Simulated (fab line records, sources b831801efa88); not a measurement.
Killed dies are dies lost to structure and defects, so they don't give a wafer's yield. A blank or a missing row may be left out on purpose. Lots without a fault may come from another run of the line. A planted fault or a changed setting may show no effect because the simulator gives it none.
fab line records | flow sky130
record lots=6 wafers=18 last_day=49
route steps=708 shown METAL3@570 VIA3@573
lots that met no fault: from a run of the same line without faults
start_h: hours from the record's first day to the start of the lot's first wafer shown | wait_h: hours since the lot's step before | " the same as in the row above | L1.1+2: a row that stands for several wafers | - no value, or no start given | * or withheld: withheld | < > ~ a bound
route shown NAME@n: a module of which the file shows steps, and the number in the route of the first | usual: mean/standard deviation of fault-free wafers | same: alike in all rows | chamber/n: place in a boat | sites: the reading at each site | _std_site: their standard deviation | _edge_site: outer sites' mean less inner sites' | radius_mm: how far each site lies from the wafer's centre | mask NAME#n: copy n | behind: the tool/chamber that last shaped the wafer | hold: why the lot was held/for how many hours/how that ended | device: the transistor (n, p or np) that didn't switch | end of line: the same wafers' tests at the end of the route | a step without rows: its recipe alone | killed: dies lost to structure and defects at the first sort, not the wafer's yield | map: a wafer's dies, x killed, . not, _ none there
set.NAME: the setting as run; set.NAME@STEP: as run at that earlier step | model.NAME: the simulator's own value behind a step, which no gauge read
lots at some steps of the route; a table a step, a row a wafer
services: from which hour (start_h, from the record's first day; less than 0 if before it) a tool's chamber was out of use, for how many hours, and why
## steps
# step SKY_METAL3_STRIP_20
# recipe chemistry=post_etch_residue_remover time_s=1200 temp_c=72.5
# step SKY_METAL3_CLEAN_21
# recipe chemistry=IPA time_s=180 temp_c=25
# step SKY_METAL3_CLEAN_22
# recipe chemistry=O3/DIW dry=n2_spin
# step SKY_VIA3_HDPCVD_00
# recipe material=SiO2 target_thk_nm=1635 sigma_open_frac=0.3 time_s=272.5 temp_c=400 sih4_flow_sccm=60 pressure_mtorr=6
# step SKY_VIA3_THK_MEAS_01
# recipe reads=SiO2_of_VIA3_HDPCVD_00
# usual VIA3_HDPCVD_THK=1634/17
# columns lot.wafer tool chamber start_h wait_h VIA3_HDPCVD_THK[nm]
L703.3 film_metro-03 - 911.79 0.1 1645
L703.4 " - " " 1620
L703.6 " - " " 1649
L709.2 film_metro-02 - 959.28 0.1 1649
L709.3 " - " " 1615
L709.5 " - " " 1618
L710.1 film_metro-04 - 962.34 0.1 1641
L710.2 " - " " 1647
L710.4 " - " " 1648
L711.3 film_metro-02 - 985.67 0.1 1632
L711.4 " - " " 1637
L711.6 " - " " 1646
L715.2 film_metro-02 - 1006.08 0.1 1625
L715.5 " - " " 1638
L715.6 " - " " 1646
L719.2 film_metro-03 - 1032.39 0.1 1642
L719.5 " - " " 1618
L719.6 " - " " 1640
# step SKY_VIA3_CMP_02
# recipe material=SiO2 down_force_psi=4 platen_rpm=60 pad_velocity_m_s=0.94248
# usual motor_current_A=12.7/0.69
# columns lot.wafer tool chamber start_h wait_h motor_current_A
L703.4 cmp-02 3 911.93 0.1 13.1
L703.3 " 0 " " 11.9
L703.6 " 1 " " 12.5
L709.2 cmp-01 0 959.43 0.1 12.1
L709.3 " 1 " " 12.9
L709.5 " 2 " " 12.8
L710.4 cmp-02 2 962.45 0.1 12.5
L710.2 " 3 " " 13.4
L710.1 " 0 " " 11.9
L711.3 cmp-02 2 985.71 0.0 12.2
L711.4 " 3 " " 13.5
L711.6 " 2 " " 12.8
L715.2 cmp-01 0 1006.28 0.2 12.5
L715.6 " 1 " " 12.4
L715.5 " 2 " " 13.4
L719.2 cmp-01 3 1032.59 0.2 13.3
L719.5 " 0 " " 12.4
L719.6 " 1 " " 12.9
# step SKY_VIA3_BOW_MEAS_03
# recipe mode=bow
# usual VIA3_BOW=80/8
# columns lot.wafer tool chamber start_h wait_h VIA3_BOW[um]
L703.3 film_metro-03 - 912.17 0.1 99
L703.4 " - " " 71
L703.6 " - " " 89
L709.2 film_metro-03 - 959.65 0.2 80
L709.3 " - " " 74
L709.5 " - " " 81
L710.1 film_metro-02 - 962.70 0.1 76
L710.2 " - " " 75
L710.4 " - " " 78
L711.3 film_metro-04 - 986.05 0.3 65
L711.4 " - " " 77
L711.6 " - " " 67
L715.2 film_metro-03 - 1006.45 0.1 74
L715.5 " - " " 74
L715.6 " - " " 77
L719.2 film_metro-02 - 1032.76 0.1 74
L719.5 " - " " 88
L719.6 " - " " 88
# step SKY_VIA3_DEHYDRATE_04
# recipe temp_c=200 time_s=60
# step SKY_VIA3_HMDS_05
# recipe prime_time_s=60 prime_temp_c=120
# step SKY_VIA3_COAT_06
# recipe resist=BARC temp_c=withheld time_s=withheld spin_rpm=3000 resist_thk_nm=60
# step SKY_VIA3_COAT_07
# recipe resist=KrF-thick spin_rpm=3000 resist_thk_nm=450
# step SKY_VIA3_SOFTBAKE_08
# recipe temp_c=100.4 time_s=90 resist=KrF-thick
# step SKY_VIA3_EXPOSE_09
# recipe mask_id=VIM3 na=0.8 source_shape=annular sigma_inner=0.55 sigma_outer=0.85 target_cd_nm=200 dose_mj=38
# usual exposure_dose_mJ_cm2=37.89/0.042 focus_offset_nm=-0.1/0.59 reticle_temp_C=23.02/0.13
# columns lot.wafer tool chamber start_h wait_h mask exposure_dose_mJ_cm2 focus_offset_nm reticle_temp_C
L703.3 krf_scanner-02 0 925.30 - VIM3#0 37.88 -0.6 22.89
L703.4 " 0 " " VIM3#0 37.94 0.0 22.96
L703.6 " 0 " " VIM3#0 37.81 -0.4 23.03
L709.2 krf_scanner-01 - 971.52 - VIM3#0 - - -
L709.3 " - " " VIM3#0 - - -
L709.5 " - " " VIM3#0 - - -
L710.1 krf_scanner-01 - 975.48 - VIM3#0 - - -
L710.2 " - " " VIM3#0 - - -
L710.4 " - " " VIM3#0 - - -
L711.3 krf_scanner-01 0 997.89 - VIM3#0 37.90 -0.8 23.26
L711.4 " 0 " " VIM3#0 37.89 -0.3 23.23
L711.6 " 0 " " VIM3#0 37.93 0.0 23.01
L715.2 krf_scanner-01 0 1017.55 - VIM3#0 37.92 0.4 22.99
L715.5 " 0 " " VIM3#0 37.88 0.1 23.19
L715.6 " 0 " " VIM3#0 37.89 -0.2 22.99
L719.2 krf_scanner-01 0 1044.30 - VIM3#0 37.80 0.1 23.19
L719.5 " 0 " " VIM3#0 37.88 0.6 23.10
L719.6 " 0 " " VIM3#0 37.89 0.7 23.37
# step SKY_VIA3_PEB_10
# recipe peb_temp_c=withheld peb_time_s=withheld resist=KrF-thick
## services
# columns tool chamber start_h hours kind
cmp-02 - 889.81 1.9 repair
krf_scanner-02 - 893.71 1.3 pm
krf_scanner-02 - 896.25 1.3 repair
krf_scanner-02 - 907.87 4.0 pm
cmp-01 - 912.29 4.0 pm
cmp-02 - 913.94 2.0 repair
krf_scanner-02 - 914.46 0.8 pm
cmp-01 - 916.29 - consumable_replace:conditioner
cmp-01 - 916.29 - consumable_replace:pad
krf_scanner-01 - 923.14 1.3 pm
cmp-02 - 930.03 0.5 repair
krf_scanner-01 - 935.48 0.8 pm
cmp-01 - 943.91 1.9 repair
cmp-01 - 951.30 1.7 repair
krf_scanner-01 - 959.28 1.5 pm
krf_scanner-02 - 966.19 1.0 pm
krf_scanner-01 - 988.97 4.8 repair
krf_scanner-02 - 990.41 0.6 repair
krf_scanner-02 - 993.52 82.4 repair
krf_scanner-02 0 1002.05 - calibration
cmp-01 - 1013.57 16.1 pm
cmp-02 - 1034.47 4.9 pm
cmp-01 - 1037.30 0.8 repair
## key
first_sign step=SKY_VIA3_EXPOSE_09 reading=tool_record direction=missing
effect none on later readings
met_at SKY_VIA3_EXPOSE_09
struck_wafers L709.2,L709.3,L709.5,L710.1,L710.2,L710.4
later_rows_left_out L709.2,L709.3,L709.5,L710.1,L710.2,L710.4
sort_left_out L709.2,L709.3,L709.5,L710.1,L710.2,L710.4
fault kind=skipped_step_whole tool=krf_scanner-01 chamber=- onset_h=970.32 steps=SKY_VIA3_EXPOSE_09 scope=struck_lots_only
# sort_left_out: the simulated sort isn't trusted on such a fault, so these wafers' sort isn't shown, and their yield isn't known
# later_rows_left_out: the simulator's readings of these wafers behind a module that went badly wrong aren't trusted and aren't shown, but for the sort
